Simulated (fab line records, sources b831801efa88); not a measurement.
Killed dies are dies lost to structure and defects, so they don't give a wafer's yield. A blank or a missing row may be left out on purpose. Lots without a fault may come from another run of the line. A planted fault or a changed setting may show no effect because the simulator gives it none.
A struck lot beside a sound one | flow sky130 | 20 steps out of a route of 708
Sound: wafers L399.2, L399.3, L399.6. Struck: wafers L407.1, L407.4, L407.5. The cause comes at the end.
At each step with rows: each side's tool, then ch and its chambers, then its first start. Under that, the readings that differ: sound wafers | struck wafers | difference of the means | sigmas: that difference in standard deviations of wafers without a fault.
alike: readings whose means differ by less than 2 such deviations, and words and numbers that are the same on both sides. not compared: withheld readings, readings that some wafer has no value for, bounds like >300 that may hide the same value, and numbers for which the record gives no deviation and whose values overlap.
The two part at a step that has a row with sigmas, a row that says differs or no value, or rows on one side only. Numbers that don't overlap but have no deviation are shown without sigmas and don't part them. A reading that every wafer of one side lacks parts them only if that side has two wafers or more.

SKY_FIELD_ISO_BOW_MEAS_00:
  sound on film_metro-02, day 2 01:01; struck on film_metro-02, day 3 17:00
  alike: INCOMING_BOW
then, 1 step without rows for these wafers: SKY_FIELD_ISO_OXIDATION_01 (stabilise 600 s, purge 300 s, target thk 12 nm).
SKY_FIELD_ISO_THK_MEAS_02:
  sound on film_metro-02, day 2 03:42; struck on film_metro-02, day 3 18:38
  alike: FIELD_ISO_OXIDATION_00_THK
then, 1 step without rows for these wafers: SKY_FIELD_ISO_CVD_03 (deposits Si3N4 from DCS/NH3, target thk 165 nm, time 2830 s).
SKY_FIELD_ISO_THK_MEAS_04:
  sound on film_metro-01, day 2 05:33; struck on film_metro-01, day 3 21:02
  alike: FIELD_ISO_CVD_03_THK
then, 5 steps without rows for these wafers: SKY_FIELD_ISO_DEHYDRATE_05 (time 60 s); SKY_FIELD_ISO_HMDS_06 (prime time 60 s); SKY_FIELD_ISO_COAT_07 (resist thk 60 nm); SKY_FIELD_ISO_COAT_08 (resist thk 450 nm); SKY_FIELD_ISO_SOFTBAKE_09 (time 90 s).
SKY_FIELD_ISO_EXPOSE_10: exposes mask FOM, target cd 150 nm.
  sound on krf_scanner-01 ch 0, day 2 13:30; struck on krf_scanner-01 ch 0, day 4 05:40
  reading              | sound                | struck               | difference | sigmas
  exposure_dose_mJ_cm2 | 27.940 27.947 27.959 | 25.706 25.708 25.732 | -2.233     | -83
  alike: mask
then, 2 steps without rows for these wafers: SKY_FIELD_ISO_PEB_11; SKY_FIELD_ISO_DEVELOP_12 (develop time 60 s).
SKY_FIELD_ISO_CD_MEAS_13: target cd 150 nm.
  sound on cd_sem-02, day 2 21:11; struck on cd_sem-01, day 4 14:32
  reading    | sound             | struck           | difference | sigmas
  cd_nm (nm) | 149.6 150.6 150.8 | 88.0 127.9 131.8 | -34.4      | -20
  not compared: hold
SKY_FIELD_ISO_ETCH_14: etches BARC in N2/H2, stops on SiO2, time 45.9 s, target depth 60 nm.
  sound on rie_diel-02 ch 1,2, day 2 21:17; struck on rie_diel-02 ch 0,2, day 4 19:54
  reading                    | sound             | struck                                                                     | difference                   | sigmas
  hold                       | - - -             | await_dispo/5.2h/release await_dispo/5.2h/release await_dispo/5.2h/release | no value on the sound wafers |
  model.FIELD_ISO.cd_nm (nm) | 149.7 150.8 150.5 | 88.24 128.6 132.3                                                          | -33.95                       |
  alike: drypump_motor_current_A, oes_product_au, throttle_valve_pct
  not compared: rf_hours_counter_h
SKY_FIELD_ISO_ETCH_15: etches the open film in CHF3/O2, stops on Si, target depth 180 nm, time 72 s.
  sound on rie_diel-02 ch 1,2, day 2 21:19; struck on rie_diel-02 ch 0,2, day 4 19:56
  alike: chf3_flow_sccm, drypump_motor_current_A, oes_product_au, throttle_valve_pct
  not compared: rf_hours_counter_h
SKY_FIELD_ISO_STRIP_16: strips in O2/N2.
  sound on plasma_asher-01 ch 0,1, day 2 21:23; struck on plasma_asher-01 ch 0,1, day 4 20:00
  alike: drypump_motor_current_A, oes_product_au, strip_time_to_endpoint_s
  not compared: rf_hours_counter_h
SKY_FIELD_ISO_ETCH_17: etches Si in HBr/Cl2/O2, target depth 342 nm, time 97.7 s.
  sound on rie_si-02 ch 0,1,3, day 2 21:29; struck on rie_si-02 ch 1,2,3, day 4 20:06
  reading                    | sound           | struck           | difference | sigmas
  model.FIELD_ISO.cd_nm (nm) | 149.4 150.2 151 | 87.8 127.9 131.6 | -34.4      |
  alike: drypump_motor_current_A, oes_product_au, throttle_valve_pct
  not compared: rf_hours_counter_h
then, 1 step without rows for these wafers: SKY_FIELD_ISO_WET_ETCH_18 (etches Si3N4 in H3PO4, target depth 25 nm, time 286 s).
-- the record jumps here: 44 days lie between the struck wafers' starts before and after (it left off in module FIELD_ISO and takes up again in module PAD_OPEN, whose first step shown is number 708 of the route) --
SKY_PAD_OPEN_PROBE_99:
  sound on prober-02, day 46 20:15; struck on prober-02, day 48 21:41
  reading             | sound    | struck                                                               | difference                   | sigmas
  hold                | - - -    | await_dispo/3.4h/scrap await_dispo/3.4h/scrap await_dispo/3.4h/scrap | no value on the sound wafers |
  killed_at_front_end | 20 12 11 | 432 91 39                                                            | +173                         | +41
  killed_dies         | 70 76 82 | 492 158 110                                                          | +177                         | +16
  alike: killed_at_M0_to_M3, killed_at_M4_up, killed_at_contacts, killed_at_other, killed_open, killed_short

WHERE THEY PART
First at SKY_FIELD_ISO_EXPOSE_10; last, within this record, at SKY_PAD_OPEN_PROBE_99.

WHY: what the simulator had put in
Process parameter drift: krf_scanner-01, from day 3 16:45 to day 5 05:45, at SKY_FIELD_ISO_EXPOSE_10. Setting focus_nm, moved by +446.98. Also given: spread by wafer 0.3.
